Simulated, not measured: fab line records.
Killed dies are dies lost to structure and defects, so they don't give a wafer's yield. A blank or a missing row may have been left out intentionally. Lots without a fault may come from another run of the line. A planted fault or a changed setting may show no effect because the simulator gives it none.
Struck lot and sound lot, side by side :: flow gf180mcu :: 44 out of 602 route steps
Sound: these wafers, L341.2, L341.3, L341.5. Struck: wafers L349.1, L349.2, L349.3. Last of all comes the cause.
For every step that has rows: the tool of each side, followed by ch and its chambers, followed by its first start. Under that, the readings that differ: sound wafers :: struck wafers :: difference of the means :: sigmas: that difference in standard deviations of wafers without a fault.
alike: readings with means less than 2 such deviations apart, plus words and numbers identical on both sides. not compared: withheld readings, readings lacking a value on some wafer, bounds such as >300 that could conceal the same value, and numbers that have no deviation in the record and whose values overlap.
Wherever a step has rows on one side only, a row that says differs or no value, or a row with sigmas, the two part there. When numbers do not overlap yet have no deviation, they are printed without sigmas and do not part them. A reading missing from all wafers of one side parts the sides only when that side holds two or more wafers.

first, 2 steps without rows for these wafers: GF_MVSD_IMPLANT_08; GF_MVSD_IMPLANT_09.
GF_MVSD_STRIP_10: strips in O2/N2.
  sound on plasma_asher-01 ch 0,1, day 5 16:29; struck on plasma_asher-02 ch 0,1, day 7 14:41
  alike: drypump_motor_current_A, heater_power_w, oes_product_au, strip_time_to_endpoint_s
  not compared: rf_hours_counter_h
GF_MVSD_TW_MEAS_11:
  sound on film_metro-01, day 5 16:35; struck on film_metro-03, day 7 14:47
  alike: MVSD_TW
then, 7 steps without rows for these wafers: GF_MVPSD_DEHYDRATE_00 (time 60 s); GF_MVPSD_HMDS_01 (prime time 60 s); GF_MVPSD_COAT_02 (resist thk 3000 nm); GF_MVPSD_SOFTBAKE_03; GF_MVPSD_EXPOSE_04 (exposes mask MVPSD, target cd 1000 nm); GF_MVPSD_PEB_05; GF_MVPSD_DEVELOP_06 (develop time 60 s).
GF_MVPSD_OVL_MEAS_07:
  sound on overlay-02, day 6 06:59; struck on overlay-01, day 8 07:10
  alike: MVPSD_OVL
GF_MVPSD_IMPLANT_08:
  sound on implanter-04 ch 0, day 6 07:02; struck on implanter-01 ch 0, day 8 07:13
reading: dose_ions_cm2
sound: 1.4988e+13 1.4989e+13 1.4964e+13
struck: 3.727e+12 3.716e+12 3.719e+12
difference: -1.126e+13
sigmas: -99 or more

reading: faraday_current_uA
sound: 84.9 84.5 81.4
struck: 21.8 21.5 20.3
difference: -62.4
sigmas: -37
following that, these wafers have no rows for 1 step: GF_MVPSD_IMPLANT_09.
GF_MVPSD_STRIP_10: strips in O2/N2.
  sound on plasma_asher-02 ch 0,1, day 6 07:19; struck on plasma_asher-03 ch 0,1, day 8 07:31
  alike: drypump_motor_current_A, heater_power_w, oes_product_au, strip_time_to_endpoint_s
  not compared: rf_hours_counter_h
GF_MVPSD_TW_MEAS_11:
  sound on film_metro-03, day 6 07:25; struck on film_metro-03, day 8 07:37
reading: MVPSD_TW
sound: 559.7 561.6 565.2
struck: 414.1 412.2 413.8
difference: -148.8
sigmas: -55
then, 7 steps without rows for these wafers: GF_VT_IMPLANT_DEHYDRATE_00 (time 60 s); GF_VT_IMPLANT_HMDS_01 (prime time 60 s); GF_VT_IMPLANT_COAT_02 (resist thk 1000 nm); GF_VT_IMPLANT_SOFTBAKE_03 (time 60 s); GF_VT_IMPLANT_EXPOSE_04 (exposes mask LVPWELL LV AREA, target cd 600 nm); GF_VT_IMPLANT_PEB_05; GF_VT_IMPLANT_DEVELOP_06 (develop time 60 s).
GF_VT_IMPLANT_OVL_MEAS_07:
  sound on overlay-01, day 6 22:16; struck on overlay-01, day 9 00:16
  alike: VT_IMPLANT_OVL
following that, these wafers have no rows for 1 step: GF_VT_IMPLANT_IMPLANT_08.
GF_VT_IMPLANT_STRIP_09: strips in O2/N2.
  sound on plasma_asher-04 ch 1, day 6 22:26; struck on plasma_asher-01 ch 0,1, day 9 00:28
reading: strip_time_to_endpoint_s (s)
sound: 12.67 12.66 12.63
struck: 12.76 12.74 12.74
difference: +0.09
sigmas: +2
  alike: drypump_motor_current_A, heater_power_w, oes_product_au
  not compared: rf_hours_counter_h
GF_VT_IMPLANT_TW_MEAS_10:
  sound on film_metro-03, day 6 22:33; struck on film_metro-04, day 9 00:34
reading: VT_IMPLANT_TW
sound: 573 572 572
struck: 552 550 553
difference: -21
sigmas: -2
then, 7 steps without rows for these wafers: GF_VT_IMPLANT_DEHYDRATE_11 (time 60 s); GF_VT_IMPLANT_HMDS_12 (prime time 60 s); GF_VT_IMPLANT_COAT_13 (resist thk 1000 nm); GF_VT_IMPLANT_SOFTBAKE_14 (time 60 s); GF_VT_IMPLANT_EXPOSE_15 (exposes mask Nwell LV AREA, target cd 860 nm); GF_VT_IMPLANT_PEB_16; GF_VT_IMPLANT_DEVELOP_17 (develop time 60 s).
GF_VT_IMPLANT_OVL_MEAS_18:
  sound on overlay-02, day 7 14:02; struck on overlay-01, day 9 17:40
  alike: VT_IMPLANT_01_OVL
following that, these wafers have no rows for 1 step: GF_VT_IMPLANT_IMPLANT_19.
GF_VT_IMPLANT_STRIP_20: strips in O2/N2.
  sound on plasma_asher-03 ch 0,1, day 7 14:13; struck on plasma_asher-01 ch 0,1, day 9 17:52
  alike: drypump_motor_current_A, heater_power_w, oes_product_au, strip_time_to_endpoint_s
  not compared: rf_hours_counter_h
GF_VT_IMPLANT_TW_MEAS_21:
  sound on film_metro-04, day 7 14:19; struck on film_metro-03, day 9 17:58
reading: VT_IMPLANT_2_TW
sound: 1185 1178 1183
struck: 1226 1228 1232
difference: +47
sigmas: +2
then, 4 steps without rows for these wafers: GF_VT_IMPLANT_DEHYDRATE_22 (time 60 s); GF_VT_IMPLANT_HMDS_23 (prime time 60 s); GF_VT_IMPLANT_COAT_24 (resist thk 1000 nm); GF_VT_IMPLANT_SOFTBAKE_25 (time 60 s).
GF_VT_IMPLANT_RS_MEAS_49: measurement is done with a four-point probe.
  sound on film_metro-03, day 9 00:14; struck on film_metro-03, day 11 05:08
reading: MVPSD_RS (ohm/sq)
sound: 1169 1167 1168
struck: 2212 2226 2215
difference: +1050
sigmas: +99 or more
-- record jumps: 21 days separate the struck wafers' starts on either side; left off in module VT_IMPLANT, taken up again in module PASSIVATION, whose first shown step is the route's number 602 --
GF_PASSIVATION_PROBE_99:
  record: rows for the struck wafers here (prober-02, day 32 13:41), none for the sound ones

== WHERE THEY PART ==
Earliest at GF_MVPSD_IMPLANT_08; latest, in this record, at GF_PASSIVATION_PROBE_99.

WHY: what had been put in by the simulator
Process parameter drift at GF_MVPSD_IMPLANT_08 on implanter-01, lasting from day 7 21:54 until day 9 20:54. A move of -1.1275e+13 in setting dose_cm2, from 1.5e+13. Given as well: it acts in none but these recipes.
